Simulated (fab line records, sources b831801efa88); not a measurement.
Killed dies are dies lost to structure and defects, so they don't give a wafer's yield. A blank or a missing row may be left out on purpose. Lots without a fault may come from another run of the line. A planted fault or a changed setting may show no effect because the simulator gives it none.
fab line records | flow gf180mcu
record lots=5 wafers=15 last_day=32
route steps=602 shown HV_LDD@189
lots that met no fault: from a run of the same line without faults
start_h: hours from the record's first day to the start of the lot's first wafer shown | wait_h: hours since the lot's step before | " the same as in the row above | L1.1+2: a row that stands for several wafers | - no value, or no start given | * or withheld: withheld | < > ~ a bound
route shown NAME@n: a module of which the file shows steps, and the number in the route of the first | usual: mean/standard deviation of fault-free wafers | same: alike in all rows | chamber/n: place in a boat | sites: the reading at each site | _std_site: their standard deviation | _edge_site: outer sites' mean less inner sites' | radius_mm: how far each site lies from the wafer's centre | mask NAME#n: copy n | behind: the tool/chamber that last shaped the wafer | hold: why the lot was held/for how many hours/how that ended | device: the transistor (n, p or np) that didn't switch | end of line: the same wafers' tests at the end of the route | a step without rows: its recipe alone | killed: dies lost to structure and defects at the first sort, not the wafer's yield | map: a wafer's dies, x killed, . not, _ none there
set.NAME: the setting as run; set.NAME@STEP: as run at that earlier step | model.NAME: the simulator's own value behind a step, which no gauge read
lots at some steps of the route; a table a step, a row a wafer
services: from which hour (start_h, from the record's first day; less than 0 if before it) a tool's chamber was out of use, for how many hours, and why
## steps
# step GF_HV_LDD_HMDS_13
# recipe prime_time_s=60 prime_temp_c=120
# usual prime_temp_c=119.98/0.13
# columns lot.wafer tool chamber start_h wait_h prime_temp_c
L082.1 litho_track-01 0 285.04 0.1 119.91
L082.3 " 0 " " 120.00
L082.4 " 0 " " 120.00
L083.1 litho_track-01 0 291.14 0.1 119.93
L083.3 " 0 " " 119.85
L083.4 " 0 " " 119.94
L084.2 litho_track-04 0 297.83 0.1 119.90
L084.4 " 0 " " 119.87
L084.5 " 0 " " 120.03
L087.2 litho_track-04 0 330.68 0.1 120.22
L087.3 " 0 " " 120.18
L087.6 " 0 " " 119.95
L089.2 litho_track-01 0 335.82 0.1 119.76
L089.3 " 0 " " 119.96
L089.6 " 0 " " 119.79
# step GF_HV_LDD_COAT_14
# recipe resist=NOVOLAK spin_rpm=3000 resist_thk_nm=1000
# columns lot.wafer tool chamber start_h wait_h
L082.1+3+4 litho_track-01 0 285.19 0.1
L083.1+3+4 litho_track-01 0 291.29 0.1
L084.2+4+5 litho_track-04 0 297.98 0.1
L087.2+3+6 litho_track-04 0 330.83 0.1
L089.2+3+6 litho_track-01 0 335.97 0.1
# step GF_HV_LDD_SOFTBAKE_15
# recipe temp_c=90 time_s=60 resist=NOVOLAK
# columns lot.wafer tool chamber start_h wait_h
L082.1+3+4 litho_track-01 0 285.34 0.1
L083.1+3+4 litho_track-01 0 291.44 0.1
L084.2+4+5 litho_track-04 0 298.13 0.1
L087.2+3+6 litho_track-04 0 330.98 0.1
L089.2+3+6 litho_track-01 0 336.12 0.1
# step GF_HV_LDD_EXPOSE_16
# recipe mask_id=Pplus_LV_AREA target_cd_nm=400 na=0.6 source_shape=conventional sigma_outer=0.6 dose_mj=140
# columns lot.wafer tool chamber start_h wait_h mask
L082.1+3+4 iline_stepper-02 0 - - Pplus_LV_AREA#0
L083.1+3+4 iline_stepper-02 0 - - Pplus_LV_AREA#0
L084.2+4+5 iline_stepper-02 0 - - Pplus_LV_AREA#0
L087.2+3+6 iline_stepper-02 0 - - Pplus_LV_AREA#0
L089.2+3+6 iline_stepper-02 0 - - Pplus_LV_AREA#0
# step GF_HV_LDD_PEB_17
# recipe temp_c=withheld time_s=* resist=NOVOLAK
# columns lot.wafer tool chamber start_h wait_h
L082.1+3+4 litho_track-01 0 - -
L083.1+3+4 litho_track-02 0 - -
L084.2+4+5 litho_track-02 0 - -
L087.2+3+6 litho_track-02 0 - -
L089.2+3+6 litho_track-02 0 - -
# step GF_HV_LDD_DEVELOP_18
# recipe develop_time_s=60 dev_temp_c=23
# columns lot.wafer tool chamber start_h wait_h
L082.1+3+4 litho_track-01 0 295.84 0.1
L083.1+3+4 litho_track-02 0 301.07 0.1
L084.2+4+5 litho_track-02 0 307.39 0.1
L087.2+3+6 litho_track-02 0 342.24 0.1
L089.2+3+6 litho_track-02 0 346.59 0.1
# step GF_HV_LDD_CD_MEAS_19
# recipe target_cd_nm=400
# usual cd_nm=400.1/2.6
# columns lot.wafer tool chamber start_h wait_h cd_nm
L082.1 cd_sem-01 - 295.99 0.1 399.1
L082.3 " - " " 397.3
L082.4 " - " " 395.9
L083.1 cd_sem-01 - 301.22 0.1 400.6
L083.3 " - " " 399.6
L083.4 " - " " 401.3
L084.2 cd_sem-02 - 307.54 0.1 399.7
L084.4 " - " " 399.4
L084.5 " - " " 396.2
L087.2 cd_sem-01 - 342.39 0.1 401.7
L087.3 " - " " 402.3
L087.6 " - " " 399.1
L089.2 cd_sem-02 - 346.74 0.1 399.3
L089.3 " - " " 398.0
L089.6 " - " " 396.3
# step GF_HV_LDD_OVL_MEAS_20
# usual HV_LDD_01_OVL=-0.7/1.5
# columns lot.wafer tool chamber start_h wait_h HV_LDD_01_OVL[nm]
L082.1 overlay-01 - 296.11 0.1 -2.0
L082.3 " - " " -3.0
L082.4 " - " " -2.1
L083.1 overlay-01 - 301.34 0.1 -0.4
L083.3 " - " " -0.5
L083.4 " - " " 0.2
L084.2 overlay-01 - 307.64 0.1 -0.6
L084.4 " - " " 0.0
L084.5 " - " " -1.2
L087.2 overlay-02 - 342.49 0.1 -0.1
L087.3 " - " " -0.3
L087.6 " - " " -0.6
L089.2 overlay-01 - 346.84 0.1 -0.8
L089.3 " - " " -2.7
L089.6 " - " " -0.7
# step GF_HV_LDD_IMPLANT_21
# recipe species=BF2 energy_kev=25 dose_cm2=5e+13 tilt_deg=7
# usual dose_ions_cm2=5.001e+13/5.6e+10 faraday_current_uA=282/5.5
# columns lot.wafer tool chamber start_h wait_h dose_ions_cm2 faraday_current_uA
L082.1 implanter-04 0 296.15 0.0 4.999e+13 282
L082.3 " 0 " " 4.991e+13 287
L082.4 " 0 " " 5.001e+13 290
L083.1 implanter-01 0 301.37 0.0 5.008e+13 278
L083.3 " 0 " " 4.999e+13 280
L083.4 " 0 " " 5.001e+13 281
L084.2 implanter-01 0 307.70 0.0 4.998e+13 293
L084.4 " 0 " " 4.996e+13 286
L084.5 " 0 " " 4.993e+13 281
L087.2 implanter-02 0 342.55 0.0 5.003e+13 277
L087.3 " 0 " " 4.998e+13 278
L087.6 " 0 " " 5.003e+13 288
L089.2 implanter-04 0 346.90 0.0 5.003e+13 276
L089.3 " 0 " " 5.006e+13 277
L089.6 " 0 " " 5.008e+13 276
# step GF_HV_LDD_STRIP_22
# recipe chemistry=O2/N2 power_w=1400 pressure_mtorr=1500 platen_temp_c=250 o2_flow_sccm=3000 n2_flow_sccm=300 overash_fraction=0.5
# usual drypump_motor_current_A=6.12/0.099 heater_power_w=328/37 o2_flow_sccm=3003/8.9 oes_product_au=0.715/0.0046 strip_time_to_endpoint_s=12.62/0.036
# columns lot.wafer tool chamber start_h wait_h drypump_motor_current_A heater_power_w o2_flow_sccm oes_product_au rf_hours_counter_h strip_time_to_endpoint_s
L082.1 plasma_asher-03 1 296.30 0.1 6.15 347 2999 0.706 65 12.68
L082.3 " 1 " " 6.15 336 3015 0.716 - 12.70
L082.4 " 0 " " 6.12 354 2999 0.717 - 12.66
L083.1 plasma_asher-03 0 301.52 0.1 6.12 366 3014 0.717 65 12.61
L083.3 " 1 " " 6.14 346 2994 0.716 - 12.63
L083.4 " 0 " " 6.14 368 3007 0.710 - 12.62
L084.2 plasma_asher-03 0 307.82 0.1 6.11 369 3006 0.718 66 12.64
L084.4 " 1 " " 6.15 345 2994 0.715 - 12.66
L084.5 " 0 " " 6.11 370 3017 0.711 - 12.64
L087.2 plasma_asher-03 1 342.67 0.1 6.14 345 2987 0.716 69 12.60
L087.3 " 1 " " 6.12 334 2989 0.714 - 12.57
L087.6 " 1 " " 6.14 336 2992 0.717 - 12.56
L089.2 plasma_asher-03 0 347.02 0.1 6.11 360 3001 0.717 70 12.63
L089.3 " 1 " " 6.16 336 2999 0.716 - 12.60
L089.6 " 1 " " 6.16 340 2998 0.711 - 12.61
# step GF_HV_LDD_TW_MEAS_23
# usual HV_LDD_2_TW=1053/9.7
# columns lot.wafer tool chamber start_h wait_h HV_LDD_2_TW
L082.1 film_metro-04 - 296.40 0.1 1043
L082.3 " - " " 1044
L082.4 " - " " 1039
L083.1 film_metro-01 - 301.62 0.1 1069
L083.3 " - " " 1061
L083.4 " - " " 1066
L084.2 film_metro-04 - 307.93 0.1 1037
L084.4 " - " " 1043
L084.5 " - " " 1044
L087.2 film_metro-04 - 342.78 0.1 1045
L087.3 " - " " 1037
L087.6 " - " " 1050
L089.2 film_metro-02 - 347.13 0.1 1056
L089.3 " - " " 1054
L089.6 " - " " 1050
# step GF_HV_LDD_DEHYDRATE_24
# recipe temp_c=200 time_s=60
# columns lot.wafer tool chamber start_h wait_h
L082.1+3+4 litho_track-04 0 305.50 9.1
L083.1+3+4 litho_track-01 0 311.34 9.7
L084.2+4+5 litho_track-02 0 318.39 10.4
L087.2+3+6 litho_track-01 0 352.52 9.7
L089.2+3+6 litho_track-02 0 357.54 10.4
# step GF_HV_LDD_HMDS_25
# recipe prime_time_s=60 prime_temp_c=120
# usual prime_temp_c=120.02/0.13
# columns lot.wafer tool chamber start_h wait_h prime_temp_c
L082.1 litho_track-04 0 305.65 0.1 119.87
L082.3 " 0 " " 119.95
L082.4 " 0 " " 120.07
L083.1 litho_track-01 0 311.49 0.1 120.07
L083.3 " 0 " " 120.39
L083.4 " 0 " " 120.05
L084.2 litho_track-02 0 318.54 0.1 119.89
L084.4 " 0 " " 119.95
L084.5 " 0 " " 120.06
L087.2 litho_track-01 0 352.67 0.1 120.03
L087.3 " 0 " " 120.17
L087.6 " 0 " " 119.94
L089.2 litho_track-02 0 357.69 0.1 119.96
L089.3 " 0 " " 120.26
L089.6 " 0 " " 120.21
# step GF_HV_LDD_COAT_26
# recipe resist=NOVOLAK spin_rpm=3000 resist_thk_nm=1000
# columns lot.wafer tool chamber start_h wait_h
L082.1+3+4 litho_track-04 0 305.80 0.1
L083.1+3+4 litho_track-01 0 311.64 0.1
L084.2+4+5 litho_track-02 0 318.69 0.1
L087.2+3+6 litho_track-01 0 352.82 0.1
L089.2+3+6 litho_track-02 0 357.84 0.1
# step GF_HV_LDD_SOFTBAKE_27
# recipe temp_c=90 time_s=60 resist=NOVOLAK
# columns lot.wafer tool chamber start_h wait_h
L082.1+3+4 litho_track-04 0 305.95 0.1
L083.1+3+4 litho_track-01 0 311.79 0.1
L084.2+4+5 litho_track-02 0 318.84 0.1
L087.2+3+6 litho_track-01 0 352.97 0.1
L089.2+3+6 litho_track-02 0 357.99 0.1
# step GF_HV_LDD_EXPOSE_28
# recipe mask_id=Nplus_HV_AREA target_cd_nm=400 na=0.6 source_shape=conventional sigma_outer=0.6 dose_mj=140
# columns lot.wafer tool chamber start_h wait_h mask
L082.1+3+4 iline_stepper-02 0 - - Nplus_HV_AREA#0
L083.1+3+4 iline_stepper-01 0 - - Nplus_HV_AREA#0
L084.2+4+5 iline_stepper-02 0 - - Nplus_HV_AREA#0
L087.2+3+6 iline_stepper-02 0 - - Nplus_HV_AREA#0
L089.2+3+6 iline_stepper-02 0 - - Nplus_HV_AREA#0
# step GF_HV_LDD_PEB_29
# recipe temp_c=withheld time_s=* resist=NOVOLAK
# columns lot.wafer tool chamber start_h wait_h
L082.1+3+4 litho_track-01 0 - -
L083.1+3+4 litho_track-02 0 - -
L084.2+4+5 litho_track-04 0 - -
L087.2+3+6 litho_track-01 0 - -
L089.2+3+6 litho_track-04 0 - -
# step GF_HV_LDD_DEVELOP_30
# recipe develop_time_s=60 dev_temp_c=23
# columns lot.wafer tool chamber start_h wait_h
L082.1+3+4 litho_track-01 0 316.29 0.1
L083.1+3+4 litho_track-02 0 322.52 0.1
L084.2+4+5 litho_track-04 0 328.78 0.1
L087.2+3+6 litho_track-01 0 364.37 0.1
L089.2+3+6 litho_track-04 0 369.27 0.1
# step GF_HV_LDD_CD_MEAS_31
# recipe target_cd_nm=400
# usual cd_nm=400.3/2.4
# columns lot.wafer tool chamber start_h wait_h cd_nm
L082.1 cd_sem-02 - 316.44 0.1 396.5
L082.3 " - " " 394.8
L082.4 " - " " 396.8
L083.1 cd_sem-01 - 322.67 0.1 399.6
L083.3 " - " " 399.0
L083.4 " - " " 398.6
L084.2 cd_sem-02 - 328.92 0.1 401.1
L084.4 " - " " 400.3
L084.5 " - " " 399.7
L087.2 cd_sem-01 - 364.51 0.1 402.5
L087.3 " - " " 402.9
L087.6 " - " " 402.9
L089.2 cd_sem-01 - 369.42 0.1 400.4
L089.3 " - " " 401.9
L089.6 " - " " 400.7
# step GF_HV_LDD_OVL_MEAS_32
# usual HV_LDD_02_OVL=0.6/1.2
# columns lot.wafer tool chamber start_h wait_h HV_LDD_02_OVL[nm]
L082.1 overlay-01 - 316.56 0.1 1.6
L082.3 " - " " 1.2
L082.4 " - " " -0.1
L083.1 overlay-01 - 322.79 0.1 -1.0
L083.3 " - " " 0.7
L083.4 " - " " 1.2
L084.2 overlay-01 - 329.03 0.1 1.7
L084.4 " - " " 1.8
L084.5 " - " " 1.2
L087.2 overlay-02 - 364.62 0.1 -1.0
L087.3 " - " " -0.4
L087.6 " - " " -0.3
L089.2 overlay-01 - 369.53 0.1 -0.2
L089.3 " - " " -1.1
L089.6 " - " " -0.4
# step GF_HV_LDD_IMPLANT_33
# recipe species=P energy_kev=60 dose_cm2=7.5e+12 tilt_deg=30 rotation_deg=0
# usual dose_ions_cm2=7.501e+12/7.3e+09 faraday_current_uA=42.5/0.88
# columns lot.wafer tool chamber start_h wait_h dose_ions_cm2 faraday_current_uA
L082.1 implanter-01 0 316.60 0.0 7.501e+12 41.2
L082.3 " 0 " " 7.506e+12 42.7
L082.4 " 0 " " 7.502e+12 44.3
L083.1 implanter-04 0 322.82 0.0 7.509e+12 43.0
L083.3 " 0 " " 7.497e+12 42.9
L083.4 " 0 " " 7.516e+12 42.7
L084.2 implanter-02 0 329.08 0.0 7.504e+12 43.2
L084.4 " 0 " " 7.501e+12 43.2
L084.5 " 0 " " 7.508e+12 42.1
L087.2 implanter-01 0 364.67 0.0 7.501e+12 41.2
L087.3 " 0 " " 7.511e+12 42.3
L087.6 " 0 " " 7.505e+12 43.9
L089.2 implanter-04 0 369.58 0.0 7.493e+12 42.7
L089.3 " 0 " " 7.498e+12 42.9
L089.6 " 0 " " 7.505e+12 41.8
# step GF_HV_LDD_IMPLANT_34
# recipe species=P energy_kev=60 dose_cm2=7.5e+12 tilt_deg=30 rotation_deg=90
# usual dose_ions_cm2=7.501e+12/7.4e+09 faraday_current_uA=42.3/0.82
# columns lot.wafer tool chamber start_h wait_h dose_ions_cm2 faraday_current_uA
L082.1 implanter-01 0 316.75 0.1 7.496e+12 43.0
L082.3 " 0 " " 7.512e+12 42.8
L082.4 " 0 " " 7.519e+12 43.3
L083.1 implanter-04 0 322.97 0.1 7.504e+12 41.8
L083.3 " 0 " " 7.508e+12 42.7
L083.4 " 0 " " 7.518e+12 41.0
L084.2 implanter-02 0 329.23 0.1 7.502e+12 41.9
L084.4 " 0 " " 7.507e+12 42.0
L084.5 " 0 " " 7.512e+12 42.3
L087.2 implanter-01 0 364.82 0.1 7.493e+12 41.6
L087.3 " 0 " " 7.501e+12 41.0
L087.6 " 0 " " 7.509e+12 43.1
L089.2 implanter-04 0 369.73 0.1 7.507e+12 40.6
L089.3 " 0 " " 7.504e+12 42.4
L089.6 " 0 " " 7.502e+12 42.0
# step GF_HV_LDD_IMPLANT_35
# recipe species=P energy_kev=60 dose_cm2=7.5e+12 tilt_deg=30 rotation_deg=180
# usual dose_ions_cm2=7.499e+12/7.7e+09 faraday_current_uA=42.3/0.82
# columns lot.wafer tool chamber start_h wait_h dose_ions_cm2 faraday_current_uA
L082.1 implanter-01 0 316.90 0.1 7.51e+12 41.7
L082.3 " 0 " " 7.498e+12 41.7
L082.4 " 0 " " 7.508e+12 41.4
L083.1 implanter-04 0 323.12 0.1 7.497e+12 40.9
L083.3 " 0 " " 7.507e+12 42.9
L083.4 " 0 " " 7.501e+12 42.3
L084.2 implanter-02 0 329.38 0.1 7.503e+12 41.8
L084.4 " 0 " " 7.501e+12 41.1
L084.5 " 0 " " 7.495e+12 43.1
L087.2 implanter-01 0 364.97 0.1 7.504e+12 45.1
L087.3 " 0 " " 7.506e+12 42.3
L087.6 " 0 " " 7.502e+12 42.8
L089.2 implanter-04 0 369.88 0.1 7.485e+12 43.7
L089.3 " 0 " " 7.488e+12 43.3
L089.6 " 0 " " 7.48e+12 43.1
# step GF_HV_LDD_IMPLANT_36
# recipe species=P energy_kev=60 dose_cm2=7.5e+12 tilt_deg=30 rotation_deg=270
# usual dose_ions_cm2=7.5e+12/8.1e+09 faraday_current_uA=42.3/0.88
# columns lot.wafer tool chamber start_h wait_h dose_ions_cm2 faraday_current_uA
L082.1 implanter-01 0 317.05 0.1 7.484e+12 42.7
L082.3 " 0 " " 7.499e+12 42.7
L082.4 " 0 " " 7.507e+12 42.2
L083.1 implanter-04 0 323.27 0.1 7.5e+12 43.3
L083.3 " 0 " " 7.503e+12 40.8
L083.4 " 0 " " 7.506e+12 42.2
L084.2 implanter-02 0 329.53 0.1 7.499e+12 41.5
L084.4 " 0 " " 7.505e+12 42.6
L084.5 " 0 " " 7.498e+12 42.1
L087.2 implanter-01 0 365.12 0.1 7.502e+12 43.9
L087.3 " 0 " " 7.498e+12 41.0
L087.6 " 0 " " 7.487e+12 42.2
L089.2 implanter-04 0 370.03 0.1 7.492e+12 41.9
L089.3 " 0 " " 7.485e+12 43.0
L089.6 " 0 " " 7.479e+12 43.8
# step GF_HV_LDD_STRIP_37
# recipe chemistry=O2/N2 power_w=1400 pressure_mtorr=1500 platen_temp_c=250 o2_flow_sccm=3000 n2_flow_sccm=300 overash_fraction=0.5
# usual drypump_motor_current_A=6.12/0.12 heater_power_w=313/38 o2_flow_sccm=3000/9.4 oes_product_au=0.716/0.0048 strip_time_to_endpoint_s=12.62/0.033
# columns lot.wafer tool chamber start_h wait_h drypump_motor_current_A heater_power_w o2_flow_sccm oes_product_au rf_hours_counter_h strip_time_to_endpoint_s
L082.1 plasma_asher-01 0 317.20 0.1 6.49 325 2999 0.715 55 12.58
L082.3 " 0 " " 6.48 319 2995 0.722 - 12.66
L082.4 " 1 " " 6.03 308 2995 0.723 - 12.62
L083.1 plasma_asher-03 0 323.42 0.1 6.12 372 3007 0.712 67 12.64
L083.3 " 1 " " 6.13 338 3008 0.712 - 12.65
L083.4 " 0 " " 6.13 368 3002 0.714 - 12.68
L084.2 plasma_asher-03 1 329.66 0.1 6.15 337 3003 0.708 68 12.61
L084.4 " 0 " " 6.13 360 3010 0.711 - 12.61
L084.5 " 1 " " 6.13 345 3002 0.725 - 12.62
L087.2 plasma_asher-03 1 365.25 0.1 6.11 340 2988 0.712 72 12.62
L087.3 " 1 " " 6.12 338 3005 0.718 - 12.61
L087.6 " 0 " " 6.12 364 2997 0.704 - 12.63
L089.2 plasma_asher-01 0 370.16 0.1 6.50 329 2989 0.709 59 12.59
L089.3 " 0 " " 6.51 327 2999 0.717 - 12.65
L089.6 " 1 " " 6.05 313 2989 0.716 - 12.57
# step GF_HV_LDD_TW_MEAS_38
# usual HV_LDD_3_TW=1430/12
# columns lot.wafer tool chamber start_h wait_h HV_LDD_3_TW
L082.1 film_metro-04 - 317.30 0.1 1416
L082.3 " - " " 1418
L082.4 " - " " 1421
L083.1 film_metro-02 - 323.52 0.1 1443
L083.3 " - " " 1435
L083.4 " - " " 1427
L084.2 film_metro-04 - 329.77 0.1 1414
L084.4 " - " " 1417
L084.5 " - " " 1414
L087.2 film_metro-04 - 365.36 0.1 1436
L087.3 " - " " 1424
L087.6 " - " " 1428
L089.2 film_metro-04 - 370.27 0.1 1434
L089.3 " - " " 1433
L089.6 " - " " 1424
# step GF_HV_LDD_DEHYDRATE_39
# recipe temp_c=200 time_s=60
# columns lot.wafer tool chamber start_h wait_h
L082.1+3+4 litho_track-01 0 326.39 9.1
L083.1+3+4 litho_track-04 0 333.65 10.1
L084.2+4+5 litho_track-02 0 340.49 10.7
L087.2+3+6 litho_track-04 0 375.97 10.6
L089.2+3+6 litho_track-04 0 381.12 10.8
# step GF_HV_LDD_HMDS_40
# recipe prime_time_s=60 prime_temp_c=120
# usual prime_temp_c=119.98/0.14
# columns lot.wafer tool chamber start_h wait_h prime_temp_c
L082.1 litho_track-01 0 326.54 0.1 119.80
L082.3 " 0 " " 119.92
L082.4 " 0 " " 120.11
L083.1 litho_track-04 0 333.80 0.1 120.04
L083.3 " 0 " " 120.04
L083.4 " 0 " " 119.81
L084.2 litho_track-02 0 340.64 0.1 120.05
L084.4 " 0 " " 120.05
L084.5 " 0 " " 119.99
L087.2 litho_track-04 0 376.12 0.1 119.94
L087.3 " 0 " " 119.97
L087.6 " 0 " " 120.20
L089.2 litho_track-04 0 381.27 0.1 120.12
L089.3 " 0 " " 119.92
L089.6 " 0 " " 120.10
# step GF_HV_LDD_COAT_41
# recipe resist=NOVOLAK spin_rpm=3000 resist_thk_nm=1000
# columns lot.wafer tool chamber start_h wait_h
L082.1+3+4 litho_track-01 0 326.69 0.1
L083.1+3+4 litho_track-04 0 333.95 0.1
L084.2+4+5 litho_track-02 0 340.79 0.1
L087.2+3+6 litho_track-04 0 376.27 0.1
L089.2+3+6 litho_track-04 0 381.42 0.1
# step GF_HV_LDD_SOFTBAKE_42
# recipe temp_c=90 time_s=60 resist=NOVOLAK
# columns lot.wafer tool chamber start_h wait_h
L082.1+3+4 litho_track-01 0 326.84 0.1
L083.1+3+4 litho_track-04 0 334.10 0.1
L084.2+4+5 litho_track-02 0 340.94 0.1
L087.2+3+6 litho_track-04 0 376.42 0.1
L089.2+3+6 litho_track-04 0 381.57 0.1
# step GF_HV_LDD_EXPOSE_43
# recipe mask_id=Pplus_HV_AREA target_cd_nm=400 na=0.6 source_shape=conventional sigma_outer=0.6 dose_mj=140
# columns lot.wafer tool chamber start_h wait_h mask
L082.1+3+4 iline_stepper-02 0 - - Pplus_HV_AREA#0
L083.1+3+4 iline_stepper-01 0 - - Pplus_HV_AREA#0
L084.2+4+5 iline_stepper-02 0 - - Pplus_HV_AREA#0
L087.2+3+6 iline_stepper-02 0 - - Pplus_HV_AREA#0
L089.2+3+6 iline_stepper-01 0 - - Pplus_HV_AREA#0
# step GF_HV_LDD_PEB_44
# recipe temp_c=withheld time_s=* resist=NOVOLAK
# columns lot.wafer tool chamber start_h wait_h
L082.1+3+4 litho_track-04 0 - -
L083.1+3+4 litho_track-01 0 - -
L084.2+4+5 litho_track-04 0 - -
L087.2+3+6 litho_track-04 0 - -
L089.2+3+6 litho_track-04 0 - -
# step GF_HV_LDD_DEVELOP_45
# recipe develop_time_s=60 dev_temp_c=23
# columns lot.wafer tool chamber start_h wait_h
L082.1+3+4 litho_track-04 0 337.50 0.1
L083.1+3+4 litho_track-01 0 344.69 0.1
L084.2+4+5 litho_track-04 0 351.53 0.1
L087.2+3+6 litho_track-04 0 387.92 0.1
L089.2+3+6 litho_track-04 0 392.57 0.1
# step GF_HV_LDD_CD_MEAS_46
# recipe target_cd_nm=400
# usual cd_nm=399.3/2.1
# columns lot.wafer tool chamber start_h wait_h cd_nm
L082.1 cd_sem-01 - 337.65 0.1 401.8
L082.3 " - " " 399.7
L082.4 " - " " 403.2
L083.1 cd_sem-01 - 344.84 0.1 401.3
L083.3 " - " " 400.7
L083.4 " - " " 402.6
L084.2 cd_sem-01 - 351.67 0.1 399.2
L084.4 " - " " 398.2
L084.5 " - " " 399.8
L087.2 cd_sem-02 - 388.07 0.1 398.4
L087.3 " - " " 396.6
L087.6 " - " " 397.2
L089.2 cd_sem-02 - 392.72 0.1 400.0
L089.3 " - " " 400.3
L089.6 " - " " 401.9
# step GF_HV_LDD_OVL_MEAS_47
# usual HV_LDD_03_OVL=-0.7/1.4
# columns lot.wafer tool chamber start_h wait_h HV_LDD_03_OVL[nm]
L082.1 overlay-01 - 337.77 0.1 -1.1
L082.3 " - " " -0.9
L082.4 " - " " 0.4
L083.1 overlay-01 - 344.96 0.1 -1.0
L083.3 " - " " -1.0
L083.4 " - " " -0.9
L084.2 overlay-01 - 351.78 0.1 0.0
L084.4 " - " " -1.0
L084.5 " - " " 0.7
L087.2 overlay-01 - 388.18 0.1 1.4
L087.3 " - " " -0.6
L087.6 " - " " 0.4
L089.2 overlay-01 - 392.83 0.1 -1.4
L089.3 " - " " -0.4
L089.6 " - " " -1.1
# step GF_HV_LDD_IMPLANT_48
# recipe species=B energy_kev=25 dose_cm2=3e+13 tilt_deg=7
# usual dose_ions_cm2=2.999e+13/3.3e+10 faraday_current_uA=169/3.6
# columns lot.wafer tool chamber start_h wait_h dose_ions_cm2 faraday_current_uA
L082.1 implanter-01 0 337.81 0.0 3e+13 168
L082.3 " 0 " " 2.994e+13 174
L082.4 " 0 " " 3.002e+13 167
L083.1 implanter-02 0 345.00 0.0 3e+13 172
L083.3 " 0 " " 3.005e+13 167
L083.4 " 0 " " 2.999e+13 171
L084.2 implanter-04 0 351.83 0.0 2.998e+13 173
L084.4 " 0 " " 2.992e+13 178
L084.5 " 0 " " 2.998e+13 171
L087.2 implanter-01 0 388.23 0.0 2.998e+13 166
L087.3 " 0 " " 2.994e+13 167
L087.6 " 0 " " 2.999e+13 168
L089.2 implanter-02 0 392.88 0.0 2.997e+13 168
L089.3 " 0 " " 3.003e+13 166
L089.6 " 0 " " 2.999e+13 168
# step GF_HV_LDD_STRIP_49
# recipe chemistry=O2/N2 power_w=1400 pressure_mtorr=1500 platen_temp_c=250 o2_flow_sccm=3000 n2_flow_sccm=300 overash_fraction=0.5
# usual drypump_motor_current_A=6.15/0.17 heater_power_w=314/34 o2_flow_sccm=3001/9.2 oes_product_au=0.716/0.0045 strip_time_to_endpoint_s=12.61/0.041
# columns lot.wafer tool chamber start_h wait_h drypump_motor_current_A heater_power_w o2_flow_sccm oes_product_au rf_hours_counter_h strip_time_to_endpoint_s
L082.1 plasma_asher-01 1 337.96 0.1 6.04 313 3007 0.717 57 12.58
L082.3 " 0 " " 6.53 319 2999 0.721 - 12.61
L082.4 " 1 " " 6.05 306 3002 0.717 - 12.59
L083.1 plasma_asher-01 0 345.15 0.1 6.52 310 2997 0.720 58 12.54
L083.3 " 0 " " 6.50 329 2993 0.720 - 12.51
L083.4 " 1 " " 6.05 307 2995 0.713 - 12.53
L084.2 plasma_asher-04 1 351.96 0.1 6.22 264 2988 0.716 26 12.64
L084.4 " 0 " " 5.98 286 3002 0.717 - 12.64
L084.5 " 0 " " 5.98 291 3007 0.717 - 12.62
L087.2 plasma_asher-03 0 388.36 0.1 6.13 362 2984 0.717 74 12.63
L087.3 " 1 " " 6.14 337 3008 0.709 - 12.61
L087.6 " 0 " " 6.09 369 2999 0.714 - 12.63
L089.2 plasma_asher-03 1 393.01 0.1 6.15 334 2988 0.720 75 12.58
L089.3 " 1 " " 6.17 335 2992 0.710 - 12.60
L089.6 " 1 " " 6.15 337 2992 0.719 - 12.56
# step GF_HV_LDD_TW_MEAS_50
# usual HV_LDD_4_TW=570/5.9
# columns lot.wafer tool chamber start_h wait_h HV_LDD_4_TW
L082.1 film_metro-01 - 338.06 0.1 579
L082.3 " - " " 579
L082.4 " - " " 578
L083.1 film_metro-01 - 345.25 0.1 575
L083.3 " - " " 578
L083.4 " - " " 576
L084.2 film_metro-02 - 352.07 0.1 569
L084.4 " - " " 564
L084.5 " - " " 568
L087.2 film_metro-02 - 388.47 0.1 567
L087.3 " - " " 565
L087.6 " - " " 565
L089.2 film_metro-01 - 393.12 0.1 574
L089.3 " - " " 578
L089.6 " - " " 577
# step GF_HV_LDD_CLEAN_51
# recipe chemistry=SC1/SC2 mix=1:4:20 temp_c=70 time_s=150 dry=n2_spin
# columns lot.wafer tool chamber start_h wait_h
L082.1+3+4 wet_bench-02 0 338.12 0.1
L083.1+3+4 wet_bench-04 1 345.31 0.1
L084.2+4+5 wet_bench-03 0 352.12 0.0
L087.2+3+6 wet_bench-04 1 388.52 0.0
L089.2+3+6 wet_bench-04 3 393.17 0.0
# step GF_HV_LDD_RTA_52
# recipe temp_c=1000 time_s=10 ambient=N2
# usual lamp_power_pct=29.16/0.15 wafer_temp_C_max=1005.8/2.3
# columns lot.wafer tool chamber start_h wait_h lamp_power_pct wafer_temp_C_max
L082.1 rtp_anneal-01 0 338.17 0.0 29.00 1004.3
L082.3 " 0 " " 28.96 1003.7
L082.4 " 0 " " 29.00 1003.5
L083.1 rtp_anneal-01 0 345.36 0.0 28.97 1002.6
L083.3 " 0 " " 28.98 1003.5
L083.4 " 0 " " 29.04 1003.1
L084.2 rtp_anneal-02 0 352.18 0.0 29.28 1006.6
L084.4 " 0 " " 29.29 1009.7
L084.5 " 0 " " 29.27 1005.9
L087.2 rtp_anneal-01 0 388.58 0.0 28.95 1002.9
L087.3 " 0 " " 28.98 1003.0
L087.6 " 0 " " 29.02 1005.0
L089.2 rtp_anneal-02 0 393.23 0.0 29.22 1007.0
L089.3 " 0 " " 29.27 1006.4
L089.6 " 0 " " 29.27 1007.8
## services
# columns tool chamber start_h hours kind
implanter-01 - 264.17 3.2 repair
implanter-04 - 268.07 0.8 repair
plasma_asher-03 - 285.69 6.2 repair
iline_stepper-01 - 290.76 1.2 repair
implanter-01 - 291.23 9.8 repair
iline_stepper-01 - 301.74 7.3 repair
iline_stepper-02 - 308.44 1.1 repair
rtp_anneal-01 - 333.40 3.6 pm
iline_stepper-01 - 334.73 1.7 pm
plasma_asher-01 - 346.73 9.7 repair
implanter-02 - 350.24 7.8 pm
implanter-01 - 352.40 3.4 pm
iline_stepper-01 - 352.78 5.5 repair
## key
fault none
